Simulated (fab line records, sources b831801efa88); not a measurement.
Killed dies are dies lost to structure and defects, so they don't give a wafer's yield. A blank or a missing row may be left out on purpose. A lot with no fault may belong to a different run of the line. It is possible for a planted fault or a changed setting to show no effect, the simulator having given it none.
Split-lot experiment / flow sfq-line / 5 lots, 23 wafers read, on a route of 325 steps

== THE SPLIT ==
At SFQ_TRILAYER_C5_LITHO_COAT_151 (resist thk 650 nm), the setting spin-rpm was moved away from the recipe's 3000 rpm on 7 of the 23 wafers read, by -6.4% to +5.2%. The other wafers ran this setting at the recipe's value.

The split's own step is where the reading is taken.

== THE READING ==
KrF_of_TRILAYER_C5_LITHO_COAT_151.thk-nm (the simulator's own value, which no gauge read), in nm, at SFQ_TRILAYER_C5_LITHO_COAT_151 (resist thk 650 nm). The file does not state a usual value for it. Average 651.4 nm, standard deviation 2.6 nm, over the 16 wafers here run with the recipe.

wafer=L074.1; tool, chamber at the split=litho-track-01, 0; spin-rpm as run, rpm=3000; against the recipe=recipe; KrF_of_TRILAYER_C5_LITHO_COAT_151.thk-nm, nm=648.6; against lot-mates on the recipe=-
wafer=L074.5; tool, chamber at the split=litho-track-01, 0; spin-rpm as run, rpm=3000; against the recipe=recipe; KrF_of_TRILAYER_C5_LITHO_COAT_151.thk-nm, nm=651.2; against lot-mates on the recipe=-
wafer=L074.6; tool, chamber at the split=litho-track-01, 0; spin-rpm as run, rpm=3000; against the recipe=recipe; KrF_of_TRILAYER_C5_LITHO_COAT_151.thk-nm, nm=648.7; against lot-mates on the recipe=-
wafer=L076.1; tool, chamber at the split=litho-track-01, 0; spin-rpm as run, rpm=2939; against the recipe=-2.0%; KrF_of_TRILAYER_C5_LITHO_COAT_151.thk-nm, nm=658.1; against lot-mates on the recipe=+6.6
wafer=L076.2; tool, chamber at the split=litho-track-01, 0; spin-rpm as run, rpm=3000; against the recipe=recipe; KrF_of_TRILAYER_C5_LITHO_COAT_151.thk-nm, nm=652.4; against lot-mates on the recipe=-
wafer=L076.4; tool, chamber at the split=litho-track-01, 0; spin-rpm as run, rpm=2939; against the recipe=-2.0%; KrF_of_TRILAYER_C5_LITHO_COAT_151.thk-nm, nm=659.3; against lot-mates on the recipe=+7.8
wafer=L076.5; tool, chamber at the split=litho-track-01, 0; spin-rpm as run, rpm=3000; against the recipe=recipe; KrF_of_TRILAYER_C5_LITHO_COAT_151.thk-nm, nm=650.6; against lot-mates on the recipe=-
wafer=L076.6; tool, chamber at the split=litho-track-01, 0; spin-rpm as run, rpm=2939; against the recipe=-2.0%; KrF_of_TRILAYER_C5_LITHO_COAT_151.thk-nm, nm=659.6; against lot-mates on the recipe=+8.1
wafer=L077.2; tool, chamber at the split=litho-track-04, 0; spin-rpm as run, rpm=3000; against the recipe=recipe; KrF_of_TRILAYER_C5_LITHO_COAT_151.thk-nm, nm=647.5; against lot-mates on the recipe=-
wafer=L077.3; tool, chamber at the split=litho-track-04, 0; spin-rpm as run, rpm=3000; against the recipe=recipe; KrF_of_TRILAYER_C5_LITHO_COAT_151.thk-nm, nm=648.7; against lot-mates on the recipe=-
wafer=L077.4; tool, chamber at the split=litho-track-04, 0; spin-rpm as run, rpm=3156; against the recipe=+5.2%; KrF_of_TRILAYER_C5_LITHO_COAT_151.thk-nm, nm=630.1; against lot-mates on the recipe=-18.9
wafer=L077.5; tool, chamber at the split=litho-track-04, 0; spin-rpm as run, rpm=3156; against the recipe=+5.2%; KrF_of_TRILAYER_C5_LITHO_COAT_151.thk-nm, nm=631.1; against lot-mates on the recipe=-17.9
wafer=L077.6; tool, chamber at the split=litho-track-04, 0; spin-rpm as run, rpm=3000; against the recipe=recipe; KrF_of_TRILAYER_C5_LITHO_COAT_151.thk-nm, nm=650.9; against lot-mates on the recipe=-
wafer=L081.1; tool, chamber at the split=litho-track-03, 0; spin-rpm as run, rpm=3000; against the recipe=recipe; KrF_of_TRILAYER_C5_LITHO_COAT_151.thk-nm, nm=652; against lot-mates on the recipe=-
wafer=L081.2; tool, chamber at the split=litho-track-03, 0; spin-rpm as run, rpm=3000; against the recipe=recipe; KrF_of_TRILAYER_C5_LITHO_COAT_151.thk-nm, nm=651.9; against lot-mates on the recipe=-
wafer=L081.3; tool, chamber at the split=litho-track-03, 0; spin-rpm as run, rpm=3000; against the recipe=recipe; KrF_of_TRILAYER_C5_LITHO_COAT_151.thk-nm, nm=651.1; against lot-mates on the recipe=-
wafer=L081.4; tool, chamber at the split=litho-track-03, 0; spin-rpm as run, rpm=3000; against the recipe=recipe; KrF_of_TRILAYER_C5_LITHO_COAT_151.thk-nm, nm=650; against lot-mates on the recipe=-
wafer=L081.5; tool, chamber at the split=litho-track-03, 0; spin-rpm as run, rpm=3000; against the recipe=recipe; KrF_of_TRILAYER_C5_LITHO_COAT_151.thk-nm, nm=651.6; against lot-mates on the recipe=-
wafer=L083.1; tool, chamber at the split=litho-track-03, 0; spin-rpm as run, rpm=2807; against the recipe=-6.4%; KrF_of_TRILAYER_C5_LITHO_COAT_151.thk-nm, nm=676.3; against lot-mates on the recipe=+20.5
wafer=L083.2; tool, chamber at the split=litho-track-03, 0; spin-rpm as run, rpm=3000; against the recipe=recipe; KrF_of_TRILAYER_C5_LITHO_COAT_151.thk-nm, nm=657.3; against lot-mates on the recipe=-
wafer=L083.4; tool, chamber at the split=litho-track-03, 0; spin-rpm as run, rpm=3000; against the recipe=recipe; KrF_of_TRILAYER_C5_LITHO_COAT_151.thk-nm, nm=653.8; against lot-mates on the recipe=-
wafer=L083.5; tool, chamber at the split=litho-track-03, 0; spin-rpm as run, rpm=3000; against the recipe=recipe; KrF_of_TRILAYER_C5_LITHO_COAT_151.thk-nm, nm=656.2; against lot-mates on the recipe=-
wafer=L083.6; tool, chamber at the split=litho-track-03, 0; spin-rpm as run, rpm=2807; against the recipe=-6.4%; KrF_of_TRILAYER_C5_LITHO_COAT_151.thk-nm, nm=677.9; against lot-mates on the recipe=+22.1

THE FIT
A straight line over all 23 wafers: KrF_of_TRILAYER_C5_LITHO_COAT_151.thk-nm changes by -3.98 nm for each +1% of spin-rpm; r = -0.98; the points scatter about the line by 2.3 nm.
The same after taking each lot's own level away (the mean of its wafers on the recipe; 23 wafers): -3.43 nm for each +1%; r = -0.99; scatter 1.1 nm.
According to that fit, moving spin-rpm by its largest amount changes the reading by 22 nm.
Across the lots, their own levels run from 649.03 to 655.77 nm, a range of 2.6 times the standard deviation given above.
So the lot-to-lot level changes the slope: the two fits differ.
Check: with one of the wafers moved furthest among these (-6.4%) left out of the fit, the line predicts +22.7 nm for it against its lot-mates. It came out at +20.5 nm against them.

== ADDITIONAL SPLITS CARRIED BY THESE WAFERS ==
Before the reading, these wafers also passed through other splits. Each is held against what the fit with the lots' levels taken away leaves over:
other split on the same wafers=SFQ_TRILAYER_R5_DEP_SPUTTER_134 power-w; wafers away from the commonest value=7; r with KrF_of_TRILAYER_C5_LITHO_COAT_151.thk-nm (lot level and that fit taken away)=-0.10
other split on the same wafers=SFQ_TRILAYER_R5_LITHO_COAT_136 resist-thk-nm; wafers away from the commonest value=6; r with KrF_of_TRILAYER_C5_LITHO_COAT_151.thk-nm (lot level and that fit taken away)=+0.21
other split on the same wafers=SFQ_TRILAYER_R5_ETCH_METAL_ETCH_139 time-s; wafers away from the commonest value=6; r with KrF_of_TRILAYER_C5_LITHO_COAT_151.thk-nm (lot level and that fit taken away)=+0.04
other split on the same wafers=SFQ_TRILAYER_I5_LITHO_EXPOSE_145 dose-mj; wafers away from the commonest value=9; r with KrF_of_TRILAYER_C5_LITHO_COAT_151.thk-nm (lot level and that fit taken away)=-0.16
other split on the same wafers=SFQ_TRILAYER_I5_BARC_OPEN_VIA_ETCH_200 time-s; wafers away from the commonest value=9; r with KrF_of_TRILAYER_C5_LITHO_COAT_151.thk-nm (lot level and that fit taken away)=+0.30

== THE FILE'S OWN FIT ==
KrF_of_TRILAYER_C5_LITHO_COAT_151.thk-nm changes by -3.43 nm for each +1% of spin-rpm, r = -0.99.
